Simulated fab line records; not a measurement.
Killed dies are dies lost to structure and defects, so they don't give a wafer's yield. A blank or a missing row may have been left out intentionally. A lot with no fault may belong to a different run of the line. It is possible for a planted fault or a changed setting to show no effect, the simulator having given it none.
Which tool is to blame? + flow gf180mcu + 12 lots with 36 wafers sampled at 4 steps, on a route of 602 steps

WHAT THE GAUGES READ, wafer by wafer
GF_POLY_GATE_OVL_MEAS_11. Usual: POLY_GATE_OVL -1 nm, standard deviation 5.6.
| lot  | measured     | on         | POLY_GATE_OVL (nm) | flag |
|------|--------------|------------|--------------------|------|
| L668 | day 9 08:50  | overlay-02 | -12 -13 -9         |      |
| L667 | day 9 09:04  | overlay-02 | -3 -5 -5           |      |
| L670 | day 10 05:32 | overlay-01 | -2 4 4             |      |
| L678 | day 12 10:52 | overlay-02 | 3 3 3              |      |
| L679 | day 12 14:49 | overlay-01 | 7 -4 3             |      |
| L680 | day 12 20:34 | overlay-02 | 5 8 3              |      |
| L682 | day 13 14:25 | overlay-02 | -7 -13 -9          |      |
| L685 | day 14 13:22 | overlay-01 | -8 -14 -7          |      |
| L686 | day 14 20:06 | overlay-01 | 5 10 5             |      |
| L688 | day 15 10:55 | overlay-02 | 2 1 -1             |      |
| L689 | day 15 16:08 | overlay-02 | -3 -1 1            |      |
| L690 | day 16 00:21 | overlay-02 | 1 2 -5             |      |

GF_HV_LDD_RS_MEAS_53: the measuring method here is four-point-probe. Usual: HV_LDD_RS 419.2 ohm/sq, standard deviation 0.92.
| lot  | measured     | on            | HV_LDD_RS (ohm/sq) | flag |
|------|--------------|---------------|--------------------|------|
| L668 | day 12 15:16 | film-metro-01 | 418.4 418.0 418.5  |      |
| L667 | day 12 16:07 | film-metro-04 | 419.2 419.4 420.7  |      |
| L670 | day 13 12:35 | film-metro-04 | 418.8 418.4 419.3  |      |
| L678 | day 15 22:56 | film-metro-04 | 418.3 417.5 418.1  |      |
| L679 | day 16 04:56 | film-metro-02 | 417.0 415.5 416.4  | OFF  |
| L680 | day 16 10:55 | film-metro-02 | 415.0 415.5 414.5  | OFF  |
| L682 | day 17 09:11 | film-metro-01 | 418.5 419.3 417.8  |      |
| L685 | day 18 09:27 | film-metro-01 | 419.3 418.8 420.0  |      |
| L686 | day 18 19:01 | film-metro-04 | 419.7 420.5 420.4  |      |
| L688 | day 19 11:59 | film-metro-02 | 418.9 418.8 417.8  |      |
| L689 | day 19 18:14 | film-metro-01 | 419.5 420.0 421.1  |      |
| L690 | day 20 03:03 | film-metro-04 | 418.3 418.8 419.6  |      |

EACH LOT AND THE TOOL THAT RAN IT (in order: tool; ch and the chambers of the sampled wafers; start)
| lot  | GF_POLY_GATE_ETCH_12               | GF_HV_LDD_RTA_52                 |
|------|------------------------------------|----------------------------------|
| L668 | rie-diel-01 ch 0,1,3, day 9 08:51  | rtp-anneal-02 ch 0, day 12 15:11 |
| L667 | rie-diel-02 ch 0,1,3, day 9 09:05  | rtp-anneal-01 ch 0, day 12 15:52 |
| L670 | rie-diel-02 ch 2,3, day 10 05:34   | rtp-anneal-02 ch 0, day 13 12:31 |
| L678 | rie-diel-02 ch 0,3, day 12 10:53   | rtp-anneal-01 ch 0, day 15 22:51 |
| L679 | rie-diel-02 ch 0,1,2, day 12 14:51 | rtp-anneal-01 ch 0, day 16 04:48 |
| L680 | rie-diel-02 ch 1,3, day 12 20:36   | rtp-anneal-01 ch 0, day 16 10:50 |
| L682 | rie-diel-01 ch 1,2, day 13 14:26   | rtp-anneal-02 ch 0, day 17 09:07 |
| L685 | rie-diel-02 ch 1,3, day 14 13:23   | rtp-anneal-02 ch 0, day 18 09:23 |
| L686 | rie-diel-01 ch 0,2, day 14 20:08   | rtp-anneal-02 ch 0, day 18 18:58 |
| L688 | rie-diel-02 ch 0,1,2, day 15 10:56 | rtp-anneal-01 ch 0, day 19 11:56 |
| L689 | rie-diel-03 ch 2,3, day 15 16:10   | rtp-anneal-02 ch 0, day 19 18:06 |
| L690 | rie-diel-02 ch 0,1,3, day 16 00:23 | rtp-anneal-02 ch 0, day 20 02:55 |
- GF_POLY_GATE_ETCH_12: etches BARC in N2/H2.
- GF_HV_LDD_RTA_52: time 10 s.

WHAT THE TOOLS THEMSELVES READ (means of the sampled wafers that have a number; where no wafer has one, the mark that the record gives instead)
GF_POLY_GATE_ETCH_12. Usual: chamber-pressure-mTorr 30.000 mTorr, standard deviation 0.026; drypump-motor-current-A 6.0 A, standard deviation 0.44; oes-product-au 0.735 a.u., standard deviation 0.0044; throttle-valve-pct 13.215 %, standard deviation 0.0084.
| lot  | tool        | chamber-pressure-mTorr (mTorr) | drypump-motor-current-A (A) | oes-product-au (a.u.) | throttle-valve-pct (%) | flag |
|------|-------------|--------------------------------|-----------------------------|-----------------------|------------------------|------|
| L668 | rie-diel-01 | 29.994                         | 6.0                         | 0.734                 | 13.216                 |      |
| L667 | rie-diel-02 | 29.998                         | 5.8                         | 0.735                 | 13.215                 |      |
| L670 | rie-diel-02 | 30.000                         | 5.8                         | 0.735                 | 13.221                 |      |
| L678 | rie-diel-02 | 29.998                         | 5.7                         | 0.736                 | 13.212                 |      |
| L679 | rie-diel-02 | 29.975                         | 5.9                         | 0.737                 | 13.225                 |      |
| L680 | rie-diel-02 | 29.988                         | 5.9                         | 0.731                 | 13.214                 |      |
| L682 | rie-diel-01 | 30.008                         | 6.6                         | 0.735                 | 13.213                 |      |
| L685 | rie-diel-02 | 29.992                         | 5.8                         | 0.738                 | 13.209                 |      |
| L686 | rie-diel-01 | 29.988                         | 6.3                         | 0.733                 | 13.222                 |      |
| L688 | rie-diel-02 | 30.033                         | 5.9                         | 0.736                 | 13.215                 |      |
| L689 | rie-diel-03 | 29.993                         | 5.4                         | 0.735                 | 13.209                 |      |
| L690 | rie-diel-02 | 30.012                         | 5.8                         | 0.737                 | 13.216                 |      |

GF_HV_LDD_RTA_52. Usual: lamp-power-pct 29.9 %, standard deviation 2.5; wafer_temp_C_max 1003.4, standard deviation 0.68.
| lot  | tool          | lamp-power-pct (%) | wafer_temp_C_max | flag |
|------|---------------|--------------------|------------------|------|
| L668 | rtp-anneal-02 | 27.2               | 1004.0           |      |
| L667 | rtp-anneal-01 | 32.3               | 1003.5           |      |
| L670 | rtp-anneal-02 | 27.2               | 1003.9           |      |
| L678 | rtp-anneal-01 | 32.2               | 1003.1           |      |
| L679 | rtp-anneal-01 | 25.2               | 909.7            | OFF  |
| L680 | rtp-anneal-01 | 25.3               | 909.5            | OFF  |
| L682 | rtp-anneal-02 | 27.2               | 1003.3           |      |
| L685 | rtp-anneal-02 | 27.2               | 1003.1           |      |
| L686 | rtp-anneal-02 | 27.2               | 1003.5           |      |
| L688 | rtp-anneal-01 | 32.3               | 1002.6           |      |
| L689 | rtp-anneal-02 | 27.2               | 1003.5           |      |
| L690 | rtp-anneal-02 | 27.2               | 1003.5           |      |

THE ANSWER, worked out from the rows above alone
Rule: a lot counts as off when the mean over its wafers that have a number is more than 3 standard deviations away from the usual mean. Also off: a lot with no number at a reading for which 4 or more lots have one. Any other lot the step has rows for is counted as sound. First the gauges in route order, then the tools' own readings, where a lot's mean is used as printed above. At the first step where some lot is off, the reading lying furthest off is the one used; lots without a number count as furthest.
Off: at GF_HV_LDD_RS_MEAS_53 (HV_LDD_RS), L679, L680.
If a tool, at a process step before that reading, ran all the lots that are off and no sound lot after the first of them, it fits. The gauges at GF_HV_LDD_RS_MEAS_53 aren't tried: what is off there is off at GF_HV_LDD_RTA_52 too, on other tools, and a gauge's error can't cause that. No candidate that was tried fits.

WHAT THE SIMULATOR HAD INSERTED
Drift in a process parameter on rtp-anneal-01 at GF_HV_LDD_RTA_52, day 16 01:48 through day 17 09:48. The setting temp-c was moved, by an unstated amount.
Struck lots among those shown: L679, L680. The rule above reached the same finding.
